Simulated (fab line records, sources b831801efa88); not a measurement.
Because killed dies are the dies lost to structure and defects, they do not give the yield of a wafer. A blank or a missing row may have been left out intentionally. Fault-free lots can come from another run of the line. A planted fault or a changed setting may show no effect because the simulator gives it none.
Struck lot and sound lot, side by side || flow sky130 || 16 out of 708 route steps
Sound: these wafers, L249.2, L249.5, L249.6. Struck: wafer L235.4. (L235.1, L235.5 of the same lot were not struck and are left out.) The cause comes at the end.
Order at every step that has rows: each side's tool, ch and its chambers, its first start. Under that, the readings that differ: sound wafers || struck wafers || difference of the means || sigmas: that difference in standard deviations of wafers without a fault.
alike: readings whose means differ by less than 2 such deviations, and words and numbers that are the same on both sides. not compared: withheld readings, readings that some wafer has no value for, bounds like >300 that may hide the same value, and numbers for which the record gives no deviation and whose values overlap.
The two part at a step that has a row with sigmas, a row that says differs or no value, or rows on one side only. Numbers that don't overlap but have no deviation are shown without sigmas and don't part them. A reading missing from all wafers of one side parts the sides only when that side holds two or more wafers.

first, 3 steps without rows for these wafers: SKY_METAL2_EXPOSE_12 (exposes mask MM2, target cd 140 nm); SKY_METAL2_PEB_13; SKY_METAL2_DEVELOP_14 (develop time 60 s).
SKY_METAL2_CD_MEAS_15: the cd target is 140 nm.
  sound on cdSem-02, day 41 20:49; struck on cdSem-01, day 37 19:33
  alike: cdNm
SKY_METAL2_OVL_MEAS_16:
  sound on overlay-01, day 41 20:56; struck on overlay-01, day 37 19:40
  alike: METAL2_OVL
SKY_METAL2_DESCUM_17: chemistry O2, time 8 s.
  sound on rieMetal-02 ch 0,1, day 41 20:58; struck on rieMetal-01 ch 0, day 37 19:43
{"reading": "oesProductAu (a.u.)", "sound": "0.999 0.998 0.987", "struck": 1.009, "difference": "+0.014", "sigmas": "+2"}
  alike: drypumpMotorCurrentA
  not compared: rfHoursCounterH
SKY_METAL2_ETCH_18: etches BARC in N2/H2, stops on SiO2, time 45.9 s, target depth 60 nm.
  sound on rieMetal-02 ch 0,1, day 41 20:59; struck on rieMetal-01 ch 0, day 37 19:44
  alike: drypumpMotorCurrentA, h2FlowSccm, n2FlowSccm, oesProductAu, throttleValvePct
  not compared: rfHoursCounterH
SKY_METAL2_METAL_ETCH_19: etches the open film in Cl2/BCl3, stops on SiO2, target depth 360 nm, time 78 s.
  sound on rieMetal-02 ch 0,1, day 41 21:03; struck on rieMetal-01 ch 0, day 37 19:48
  alike: drypumpMotorCurrentA, oesProductAu, throttleValvePct
  not compared: rfHoursCounterH
SKY_METAL2_STRIP_20: strips in O2/N2.
  sound on plasmaAsher-03 ch 0,1, day 41 21:08; struck on plasmaAsher-02 ch 1, day 37 19:53
  alike: drypumpMotorCurrentA, n2FlowSccm, oesProductAu, stripTimeToEndpointS
  not compared: rfHoursCounterH
then, 3 steps without rows for these wafers: SKY_METAL2_STRIP_21 (strips in post etch residue remover, time 1200 s); SKY_METAL2_CLEAN_22 (cleans in IPA, time 180 s); SKY_METAL2_CLEAN_23 (cleans in O3/DIW).
SKY_VIA2_HDPCVD_00: deposits SiO2, target thk 1180 nm, time 196.7 s.
  sound on hdpcvd-01 ch 0,1,2, day 41 21:44; struck on hdpcvd-02 ch 0, day 37 20:29
{"reading": "sih4FlowSccm (sccm)", "sound": "60.23 60.03 60.17", "struck": 48.20, "difference": -11.94, "sigmas": -66}
{"reading": "model.SiO2_of_VIA2_HDPCVD_00.thkNm (nm)", "sound": "1166 1177 1163", "struck": 937.4, "difference": -231.3, "sigmas": ""}
SKY_VIA2_THK_MEAS_01:
  sound on filmMetro-01, day 41 21:55; struck on filmMetro-04, day 37 20:37
{"reading": "VIA2_HDPCVD_THK (nm)", "sound": "1166 1176 1164", "struck": 938, "difference": -231, "sigmas": -21}
SKY_VIA2_CMP_02: polishes SiO2.
  sound on cmp-02 ch 0,1, day 41 22:01; struck on cmp-01 ch 3, day 37 20:46
  alike: motorCurrentA
following that, these wafers have no rows for 1 step: SKY_PAD_OPEN_PROBE_99.

== WHERE THEY PART ==
At SKY_METAL2_DESCUM_17 first; at SKY_VIA2_THK_MEAS_01 last (within this record only). Later steps at which nothing parts them and some readings are alike: SKY_VIA2_CMP_02.

WHY: whatever the simulator had introduced
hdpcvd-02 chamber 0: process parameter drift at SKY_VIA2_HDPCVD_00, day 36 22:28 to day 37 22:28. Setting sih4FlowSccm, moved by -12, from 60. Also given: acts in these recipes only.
